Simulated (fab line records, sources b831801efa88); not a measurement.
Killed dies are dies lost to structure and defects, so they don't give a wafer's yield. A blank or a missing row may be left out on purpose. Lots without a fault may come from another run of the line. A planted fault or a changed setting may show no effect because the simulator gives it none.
fab line records | flow sky130
record lots=13 wafers=38 last_day=49
route steps=708 shown SONOS_ONO@183 GATE_OXIDE@198 LDD_HVP@287 LOCAL_INTERCONNECT@398
lots that met no fault: from a run of the same line without faults
start_h: hours from the record's first day to the start of the lot's first wafer shown | wait_h: hours since the lot's step before | " the same as in the row above | L1.1+2: a row that stands for several wafers | - no value, or no start given | * or withheld: withheld | < > ~ a bound
route shown NAME@n: a module of which the file shows steps, and the number in the route of the first | usual: mean/standard deviation of fault-free wafers | same: alike in all rows | chamber/n: place in a boat | sites: the reading at each site | _std_site: their standard deviation | _edge_site: outer sites' mean less inner sites' | radius_mm: how far each site lies from the wafer's centre | mask NAME#n: copy n | behind: the tool/chamber that last shaped the wafer | hold: why the lot was held/for how many hours/how that ended | device: the transistor (n, p or np) that didn't switch | end of line: the same wafers' tests at the end of the route | a step without rows: its recipe alone | killed: dies lost to structure and defects at the first sort, not the wafer's yield | map: a wafer's dies, x killed, . not, _ none there
set.NAME: the setting as run; set.NAME@STEP: as run at that earlier step | model.NAME: the simulator's own value behind a step, which no gauge read
steps of the route over a sample of lots; a table a step, a row a wafer
services: from which hour (start_h, from the record's first day; less than 0 if before it) a tool's chamber was out of use, for how many hours, and why
## steps
# step SKY_SONOS_ONO_ETCH_15
# recipe target_depth_nm=19.52 chemistry=CHF3/O2 source_w=600 bias_w=200 pressure_mtorr=40 chf3_flow_sccm=50 O2_flow_sccm=5 time_s=7.8
# usual drypump_motor_current_A=5.7/0.38 oes_product_au=0.999/0.0086 throttle_valve_pct=8.825/0.0097
# columns lot.wafer tool chamber start_h wait_h drypump_motor_current_A oes_product_au rf_hours_counter_h throttle_valve_pct
L958.4 rie_diel-01 1 312.96 0.0 5.8 0.995 2 8.817
L958.5 " 3 " " 5.9 0.994 - 8.820
L958.6 " 2 " " 6.1 1.003 - 8.824
L961.2 rie_diel-02 2 347.41 0.0 5.7 0.990 100 8.826
L961.4 " 3 " " 5.9 1.003 10 8.844
L961.6 " 1 " " 5.5 1.007 - 8.816
L960.2 rie_diel-03 0 347.92 0.0 6.5 0.995 77 8.824
L960.5 " 3 " " 5.7 0.998 - 8.818
L960.6 " 2 " " 5.2 1.006 - 8.839
L962.1 rie_diel-02 1 353.33 0.0 5.5 1.014 5 8.832
L962.2 " 3 " " 5.9 1.010 10 8.832
L962.4 " 0 " " 5.2 0.998 77 8.822
L963.3 rie_diel-01 2 356.26 0.0 6.2 0.993 20 8.821
L963.5 " 2 " " 6.2 0.996 - 8.823
L963.6 " 1 " " 5.8 0.996 - 8.836
L965.2 rie_diel-02 3 379.76 0.0 5.8 0.993 10 8.826
L965.4 " 1 " " 5.5 1.008 6 8.821
L965.5 " 3 " " 5.9 1.003 - 8.831
L966.1 rie_diel-02 3 385.19 0.0 5.9 1.011 11 8.826
L966.3 " 0 " " 5.2 0.985 78 8.824
L966.6 " 0 " " 5.2 0.988 - 8.843
L967.1 rie_diel-01 0 394.41 0.0 5.2 1.011 102 8.836
L967.2 " 1 " " 5.8 1.003 4 8.827
L967.4 " 3 " " 6.0 0.990 7 8.813
L968.1 rie_diel-02 2 399.13 0.0 5.7 0.985 101 8.809
L968.3 " 1 " " 5.4 1.014 6 8.823
L968.5 " 0 " " 5.2 0.981 - 8.827
L970.3 rie_diel-03 1 422.91 0.0 5.5 1.004 6 8.816
L970.4 " 2 " " 5.3 0.978 - 8.815
L970.6 " 1 " " 5.6 1.007 - 8.826
L969.3 rie_diel-01 0 423.16 0.0 5.2 1.016 102 8.820
L969.5 " 0 " " 5.2 0.995 - 8.832
L969.6 " 3 " " 5.9 0.986 - 8.840
L971.4 rie_diel-01 2 426.43 0.0 6.2 0.999 21 8.824
L971.6 " 1 " " 5.8 0.987 - 8.834
L974.3 rie_diel-01 2 448.33 0.0 6.2 1.002 22 8.806
L974.5 " 3 " " 6.0 0.997 - 8.816
L974.6 " 1 " " 5.8 1.002 - 8.830
# step SKY_GATE_OXIDE_IMPLANT_11
# recipe species=B energy_kev=10 dose_cm2=2.6e+12 tilt_deg=withheld
# same implant_ion_amu=11
# columns lot.wafer tool chamber start_h wait_h
L958.4+5+6 implanter-02 0 341.87 0.1
L961.2+4+6 implanter-04 0 377.33 0.0
L960.2+5+6 implanter-03 0 378.72 0.0
L962.1+2+4 implanter-03 0 384.31 0.0
L963.3+5+6 implanter-02 0 386.66 0.1
L965.2+4+5 implanter-03 0 409.77 0.0
L966.1+3+6 implanter-02 0 416.74 0.0
L967.1+2+4 implanter-02 0 426.01 0.0
L968.1+3+5 implanter-03 0 432.59 0.0
L970.3+4+6 implanter-03 0 455.84 0.1
L969.3+5+6 implanter-02 0 456.56 0.1
L971.4+6 implanter-02 0 460.12 0.1
L974.3+5+6 implanter-03 0 480.74 0.1
# step SKY_GATE_OXIDE_TW_MEAS_14
# usual GATE_OXIDE_TW=225.9/1.8
# columns lot.wafer tool chamber start_h wait_h GATE_OXIDE_TW
L958.4 film_metro-04 - 342.18 0.1 224.1
L958.5 " - " " 224.5
L958.6 " - " " 224.4
L961.2 film_metro-04 - 377.67 0.1 223.9
L961.4 " - " " 224.8
L961.6 " - " " 224.3
L960.2 film_metro-04 - 379.05 0.1 226.3
L960.5 " - " " 225.9
L960.6 " - " " 225.3
L962.1 film_metro-04 - 384.68 0.1 224.2
L962.2 " - " " 224.9
L962.4 " - " " 224.3
L963.3 film_metro-04 - 387.08 0.1 224.4
L963.5 " - " " 224.8
L963.6 " - " " 225.3
L965.2 film_metro-03 - 410.11 0.1 228.2
L965.4 " - " " 229.1
L965.5 " - " " 228.8
L966.1 film_metro-03 - 417.09 0.1 228.2
L966.3 " - " " 229.0
L966.6 " - " " 230.6
L967.1 film_metro-03 - 426.36 0.1 228.6
L967.2 " - " " 229.4
L967.4 " - " " 229.6
L968.1 film_metro-04 - 432.95 0.1 224.7
L968.3 " - " " 223.9
L968.5 " - " " 224.4
L970.3 film_metro-02 - 456.17 0.1 225.8
L970.4 " - " " 225.8
L970.6 " - " " 225.6
L969.3 film_metro-04 - 456.88 0.1 223.8
L969.5 " - " " 219.7
L969.6 " - " " 220.8
L971.4 film_metro-04 - 460.43 0.1 223.4
L971.6 " - " " 220.4
L974.3 film_metro-02 - 481.07 0.1 225.3
L974.5 " - " " 224.7
L974.6 " - " " 224.2
# step SKY_LDD_HVP_STRIP_09
# recipe chemistry=O2/N2 power_w=1400 pressure_mtorr=1500 platen_temp_c=withheld o2_flow_sccm=3000 n2_flow_sccm=300 overash_fraction=0.5
# usual drypump_motor_current_A=5.5/0.52 oes_product_au=0.408/0.0054 strip_time_to_endpoint_s=4.133/0.015
# columns lot.wafer tool chamber start_h wait_h drypump_motor_current_A oes_product_au rf_hours_counter_h strip_time_to_endpoint_s
L958.4 plasma_asher-03 0 545.62 0.1 6.4 0.403 - 4.133
L958.5 " 1 " " 5.4 0.399 - 4.123
L958.6 " 0 " " 6.4 0.405 - 4.116
L961.2 plasma_asher-03 0 565.84 0.1 6.4 0.415 88 4.111
L961.4 " 0 " " 6.4 0.413 - 4.098
L961.6 " 0 " " 6.4 0.415 - 4.110
L960.2 plasma_asher-03 0 568.44 0.1 6.4 0.407 89 4.128
L960.5 " 1 " " 5.4 0.403 - 4.105
L960.6 " 0 " " 6.4 0.407 - 4.099
L962.1 plasma_asher-02 1 575.49 0.1 5.6 0.405 76 4.125
L962.2 " 0 " " 4.9 0.406 76 4.124
L962.4 " 0 " " 4.9 0.411 - 4.133
L963.3 plasma_asher-03 1 576.87 0.1 5.4 0.406 - 4.126
L963.5 " 1 " " 5.4 0.407 - 4.103
L963.6 " 0 " " 6.4 0.404 - 4.126
L965.2 plasma_asher-02 0 601.59 0.1 4.9 0.415 79 4.136
L965.4 " 1 " " 5.6 0.407 - 4.133
L965.5 " 0 " " 4.9 0.409 - 4.139
L966.1 plasma_asher-03 0 606.24 0.1 6.4 0.396 92 4.156
L966.3 " 1 " " 5.4 0.407 - 4.149
L966.6 " 0 " " 6.4 0.408 - 4.144
L967.1 plasma_asher-03 1 615.54 0.1 5.4 0.405 93 4.116
L967.2 " 0 " " 6.4 0.405 93 4.122
L967.4 " 1 " " 5.4 0.410 - 4.101
L968.1 plasma_asher-02 1 621.89 0.1 5.6 0.406 80 4.134
L968.3 " 1 " " 5.6 0.405 - 4.131
L968.5 " 1 " " 5.6 0.406 - 4.112
L970.3 plasma_asher-03 1 642.12 0.1 5.4 0.417 - 4.138
L970.4 " 0 " " 6.5 0.402 - 4.149
L970.6 " 1 " " 5.4 0.415 - 4.133
L969.3 plasma_asher-02 0 645.22 0.1 4.9 0.406 - 4.137
L969.5 " 1 " " 5.6 0.423 - 4.143
L969.6 " 0 " " 4.9 0.409 - 4.143
L971.4 plasma_asher-03 0 648.02 0.1 6.4 0.412 - 4.135
L971.6 " 0 " " 6.4 0.402 - 4.131
L974.3 plasma_asher-03 1 664.98 0.1 5.4 0.410 - 4.138
L974.5 " 0 " " 6.4 0.413 - 4.128
L974.6 " 1 " " 5.4 0.400 - 4.129
# step SKY_LOCAL_INTERCONNECT_CD_MEAS_11
# recipe target_cd_nm=170
# usual cd_nm=170.1/1.6
# columns lot.wafer tool chamber start_h wait_h cd_nm
L958.4 cd_sem-01 - 752.71 - 171.8
L958.5 " - " " 171.9
L958.6 " - " " 171.6
L961.2 cd_sem-01 - 767.84 - 167.8
L961.4 " - " " 167.5
L961.6 " - " " 167.5
L960.2 cd_sem-01 - 770.42 - 167.9
L960.5 " - " " 169.1
L960.6 " - " " 168.1
L962.1 cd_sem-02 - 777.56 - 167.9
L962.2 " - " " 168.3
L962.4 " - " " 168.9
L963.3 cd_sem-01 - 779.80 - 169.3
L963.5 " - " " 170.8
L963.6 " - " " 168.7
L965.2 cd_sem-02 - 801.53 - 169.4
L965.4 " - " " 169.8
L965.5 " - " " 168.5
L966.1 cd_sem-02 - 805.57 - 169.7
L966.3 " - " " 170.0
L966.6 " - " " 167.4
L967.1 cd_sem-01 - 816.91 - 170.9
L967.2 " - " " 170.3
L967.4 " - " " 170.2
L968.1 cd_sem-01 - 821.85 - 171.6
L968.3 " - " " 172.4
L968.5 " - " " 171.7
L970.3 cd_sem-01 - 840.19 - 169.9
L970.4 " - " " 170.4
L970.6 " - " " 168.4
L969.3 cd_sem-02 - 841.15 - 167.5
L969.5 " - " " 169.7
L969.6 " - " " 168.5
L971.4 cd_sem-02 - 846.52 - 170.9
L971.6 " - " " 171.5
L974.3 cd_sem-02 - 858.39 - 170.4
L974.5 " - " " 169.5
L974.6 " - " " 169.9
## services
# columns tool chamber start_h hours kind
implanter-02 - 296.90 1.8 repair
implanter-03 - 359.60 2.6 repair
rie_diel-02 1 408.11 4.5 repair
implanter-02 - 408.44 1.4 repair
implanter-03 - 430.63 1.1 repair
rie_diel-01 0 437.99 1.4 repair
rie_diel-02 3 441.64 8.4 repair
implanter-03 - 463.14 6.4 pm
implanter-03 - 488.95 31.2 pm
rie_diel-01 1 507.57 6.6 repair
implanter-02 - 525.40 15.2 pm
plasma_asher-03 - 551.00 0.6 repair
plasma_asher-03 - 551.45 0.4 repair
plasma_asher-03 - 572.03 2.1 repair
rie_diel-01 0 580.98 8.6 repair
implanter-03 - 586.35 3.5 repair
rie_diel-01 1 612.01 3.2 repair
rie_diel-01 2 612.99 7.9 repair
rie_diel-02 0 627.39 3.4 repair
implanter-02 - 633.63 0.7 repair
implanter-02 - 639.73 3.6 repair
implanter-02 - 643.03 6.1 repair
rie_diel-01 - 651.72 25.0 repair
implanter-02 - 664.94 11.5 repair
## key
first_sign step=SKY_GATE_OXIDE_TW_MEAS_14 reading=GATE_OXIDE_TW direction=down sigmas=3.2 usual=225.9 struck=220.3
effect none on later readings
met_at SKY_GATE_OXIDE_IMPLANT_11
struck_lots L969,L971
struck_wafers L969.5,L969.6,L971.6
tester_left_out L969,L971
not_acting_at SKY_SONOS_ONO_ETCH_15,SKY_LDD_HVP_STRIP_09,SKY_LOCAL_INTERCONNECT_CD_MEAS_11
onset_between 426.01 456.56
fault kind=process_parameter_drift tool=implanter-02 chamber=- onset_h=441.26 steps=SKY_GATE_OXIDE_IMPLANT_11 channel=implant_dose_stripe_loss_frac offset=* shape=step end_h=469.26 scope=struck_wafers_only
# tester_left_out: of these lots the tester's yield and bins aren't shown, on N5 and GAA mostly nor the transistor test; their killed dies are dies lost to structure and defects alone, not to doping, threshold or leakage, so they don't give the yield
